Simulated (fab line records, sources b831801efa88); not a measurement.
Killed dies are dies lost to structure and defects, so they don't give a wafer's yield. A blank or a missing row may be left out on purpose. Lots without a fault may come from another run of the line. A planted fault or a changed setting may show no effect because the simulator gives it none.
Chamber matching | flow gf180mcu | GF_CONTACT_ETCH_16 on rie_diel-01: 4 sister chambers
The step etches BARC in N2/H2. 14 wafers are shown with their chamber, then 7 later ones without.

WAFERS WITH THEIR CHAMBER
wafer  | chamber | rf_fwd_power_W (W) | oes_product_au (a.u.) | throttle_valve_pct (%)
L074.1 | 2       | 494.6              | 0.857                 | 13.233
L074.3 | 1       | 493.7              | 0.841                 | 13.231
L074.4 | 0       | 500.0              | 0.858                 | 13.235
L075.1 | 0       | 499.5              | 0.855                 | 13.226
L075.3 | 1       | 496.6              | 0.854                 | 13.243
L075.4 | 2       | 496.5              | 0.858                 | 13.226
L080.3 | 2       | 495.6              | 0.855                 | 13.232
L080.5 | 2       | 496.3              | 0.858                 | 13.225
L080.6 | 3       | 490.3              | 0.859                 | 13.229
L082.1 | 0       | 497.6              | 0.863                 | 13.237
L082.2 | 2       | 496.5              | 0.858                 | 13.228
L082.4 | 3       | 492.9              | 0.858                 | 13.216
L083.1 | 0       | 496.9              | 0.860                 | 13.251
L083.3 | 3       | 491.3              | 0.853                 | 13.231

SIGNATURES (means of the wafers above)
reading            | chamber 0 | chamber 1 | chamber 2 | chamber 3 | scatter within a chamber
rf_fwd_power_W     | 498.500   | 495.150   | 495.900   | 491.500   | 1.3
oes_product_au     | 0.85900   | 0.84750   | 0.85720   | 0.85667   | 0.00382
throttle_valve_pct | 13.23725  | 13.23700  | 13.22880  | 13.22533  | 0.00759
Rule: a wafer's distance from a chamber is the root of the sum, over the readings, of the square of ((its reading less the chamber's mean) divided by the reading's scatter). The wafer belongs to the nearest chamber; if the next one is less than 2 further off, it can't be placed. The scatter: the root of (the sum of the squares of (reading less its chamber's mean) over the shown wafers, divided by (wafers less chambers)).

WAFERS WITHOUT THEIR CHAMBER
wafer  | rf_fwd_power_W (W) | oes_product_au (a.u.) | throttle_valve_pct (%)
L083.6 | 494.0              | 0.851                 | 13.223
L089.2 | 494.4              | 0.849                 | 13.240
L089.3 | 497.9              | 0.857                 | 13.225
L089.5 | 499.5              | 0.850                 | 13.217
L094.4 | 492.5              | 0.862                 | 13.233
L094.5 | 498.3              | 0.849                 | 13.232
L094.6 | 496.3              | 0.851                 | 13.244

WHICH CHAMBER EACH WENT THROUGH
wafer  | from the rows above          | in truth
L083.6 | can't be placed: 1 or 2 or 3 | 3
L089.2 | 1                            | 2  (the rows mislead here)
L089.3 | can't be placed: 2 or 0      | 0
L089.5 | can't be placed: 0 or 2 or 1 | 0
L094.4 | can't be placed: 3 or 2      | 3
L094.5 | can't be placed: 1 or 0 or 2 | 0
L094.6 | can't be placed: 1 or 2 or 0 | 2
Placed correctly: 0 of 7. Can't be placed from these rows: 6 (the true chamber is among the candidates in 6). Placed wrongly: 1.
